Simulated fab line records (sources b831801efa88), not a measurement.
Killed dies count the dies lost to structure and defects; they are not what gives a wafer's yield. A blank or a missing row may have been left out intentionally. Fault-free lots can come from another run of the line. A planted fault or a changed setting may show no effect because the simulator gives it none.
Which tool is to blame?    flow sky130    14 lots with 42 wafers sampled at 4 steps, on a route of 708 steps

## WHAT THE GAUGES READ, wafer by wafer
SKY_VT_ADJUST_LVTN_OVL_MEAS_18.
lot   measured      on          VT_ADJUST_LVTN_01_OVL (nm)
L711  day 7 16:44   overlay-01  -1.4 -2.1 -2.7
L712  day 8 01:26   overlay-02  1.5 2.7 1.0
L714  day 8 18:52   overlay-01  1.0 -0.3 -1.4
L715  day 8 21:05   overlay-01  -0.4 1.3 -0.1
L717  day 9 11:19   overlay-02  1.4 0.2 0.8
L720  day 10 04:36  overlay-02  -0.4 0.0 0.4
L721  day 10 17:05  overlay-01  0.1 -1.7 -0.1
L723  day 11 04:08  overlay-02  1.5 0.6 -0.2
L724  day 11 09:20  overlay-02  -1.4 -0.6 -0.4
L726  day 11 20:41  overlay-02  1.3 1.3 -2.0
L730  day 12 20:35  overlay-01  -1.1 -2.9 -2.0
L731  day 13 03:05  overlay-01  -0.7 -1.2 0.2
L732  day 13 08:43  overlay-01  -1.1 -0.7 0.1
L734  day 13 21:37  overlay-02  -0.4 -1.4 -1.0

SKY_LI_CONTACT_OVL_MEAS_13.
lot   measured      on          LI_CONTACT_OVL (nm)
L711  day 29 02:06  overlay-02  -1 1 -4
L712  day 29 15:03  overlay-02  2 10 0
L714  day 30 12:27  overlay-01  8 9 1
L715  day 30 14:39  overlay-02  5 3 4
L717  day 31 05:54  overlay-01  -2 0 -5
L720  day 32 03:36  overlay-02  7 5 6
L721  day 32 23:36  overlay-01  6 14 7
L723  day 33 06:42  overlay-02  -4 1 -1
L724  day 33 16:34  overlay-02  4 3 -2
L726  day 34 02:58  overlay-01  -1 4 7
L730  day 35 01:04  overlay-01  9 4 11
L731  day 35 07:10  overlay-01  19 13 14
L732  day 35 16:28  overlay-01  6 7 6
L734  day 36 04:54  overlay-01  -4 -6 3

SKY_CONTACT_BOW_MEAS_05.
lot   measured      on            CONTACT_BOW (um)
L711  day 30 08:47  filmMetro-02  79 80 85
L712  day 30 22:25  filmMetro-02  87 95 78
L714  day 31 19:02  filmMetro-03  86 78 100
L715  day 31 21:37  filmMetro-02  79 91 80
L717  day 32 11:47  filmMetro-03  82 81 92
L720  day 33 09:11  filmMetro-02  93 76 86
L721  day 34 04:45  filmMetro-03  85 92 92
L723  day 34 11:38  filmMetro-01  78 94 84
L724  day 34 21:25  filmMetro-03  88 78 83
L726  day 35 08:07  filmMetro-01  71 84 85
L730  day 36 05:13  filmMetro-01  82 86 83
L731  day 36 11:49  filmMetro-02  82 85 80
L732  day 36 20:29  filmMetro-01  90 78 76
L734  day 37 09:23  filmMetro-03  75 78 89

## WHAT TOOL EACH LOT RAN ON (gives the tool, then ch and the chambers of the sampled wafers, and finally the start)
lot   SKY_LDD_HVN_IMPLANT_08
L711  implanter-02 ch 0, day 20 05:40
L712  implanter-02 ch 0, day 20 20:41
L714  implanter-03 ch 0, day 21 21:40
L715  implanter-02 ch 0, day 21 22:35
L717  implanter-02 ch 0, day 22 14:01
L720  implanter-03 ch 0, day 23 15:09
L721  implanter-02 ch 0, day 24 14:10
L723  implanter-01 ch 0, day 24 20:10
L724  implanter-03 ch 0, day 25 07:08
L726  implanter-03 ch 0, day 25 18:05
L730  implanter-02 ch 0, day 26 20:12
L731  implanter-02 ch 0, day 27 02:34
L732  implanter-02 ch 0, day 27 14:51
L734  implanter-02 ch 0, day 28 01:16
- SKY_LDD_HVN_IMPLANT_08

## WHAT THE TOOLS THEMSELVES READ (means of the sampled wafers that have a number; where no wafer has one, the mark that the record gives instead)
SKY_LDD_HVN_IMPLANT_08.
lot   tool          beamEnergyKeV  endStationPressureTorr (Torr)
L711  implanter-02  60.012         5.20e-06
L712  implanter-02  59.956         5.07e-06
L714  implanter-03  59.993         5.02e-06
L715  implanter-02  59.990         5.12e-06
L717  implanter-02  60.008         5.04e-06
L720  implanter-03  60.013         5.43e-06
L721  implanter-02  59.979         5.10e-06
L723  implanter-01  60.007         4.98e-06
L724  implanter-03  57.380         5.10e-06
L726  implanter-03  57.395         5.34e-06
L730  implanter-02  60.012         5.17e-06
L731  implanter-02  59.997         5.15e-06
L732  implanter-02  60.003         5.20e-06
L734  implanter-02  60.013         5.20e-06

## THE ANSWER, worked out from the rows above alone
Rule: the usual values come from the lots themselves. The widest of any qualifying gaps counts: lots, ordered by their means at a reading, are off when they make up no more than a third of the lots, leave a main group of 4 or more, and stand apart from it by 3 or more times the standard deviation of that group's means. A main group whose means are all the same, to the digits that the tables above print for the reading, isn't used. A lot without any number at a reading at which 4 lots or more have one is off too. Where the step has rows for the other lots, those lots are counted as sound. After the gauges, taken in route order, come the tools' own readings; for these a lot's mean is taken, as printed above. The first step at which some lot is off is used, and at that step the reading that is off furthest; a lot without a number counts as furthest.
Off: L724, L726 (SKY_LDD_HVN_IMPLANT_08, beamEnergyKeV). The main group has a mean of 59.999 with a standard deviation of 0.016.
If a tool, at that step or one of the process steps before it, ran each lot that is off and ran no sound lot following the first of them, it fits. One fits: SKY_LDD_HVN_IMPLANT_08 on implanter-03. A fault onset in the window from L720 (day 23 15:09, its last sound lot) to L724 (day 25 07:08, its first lot off) fits.
The tool's own readings at SKY_LDD_HVN_IMPLANT_08 bear it out: on the lots that are off they differ by more than 5 times the standard deviation of the sound lots' means. beamEnergyKeV reads 57.388 there against 59.999 on the sound lots.

## WHAT THE SIMULATOR HAD INSERTED
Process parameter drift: implanter-03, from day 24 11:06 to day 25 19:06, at SKY_LDD_HVN_IMPLANT_08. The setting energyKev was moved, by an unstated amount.
Shown lots that were struck: L724, L726. This agrees with what the rule above found.
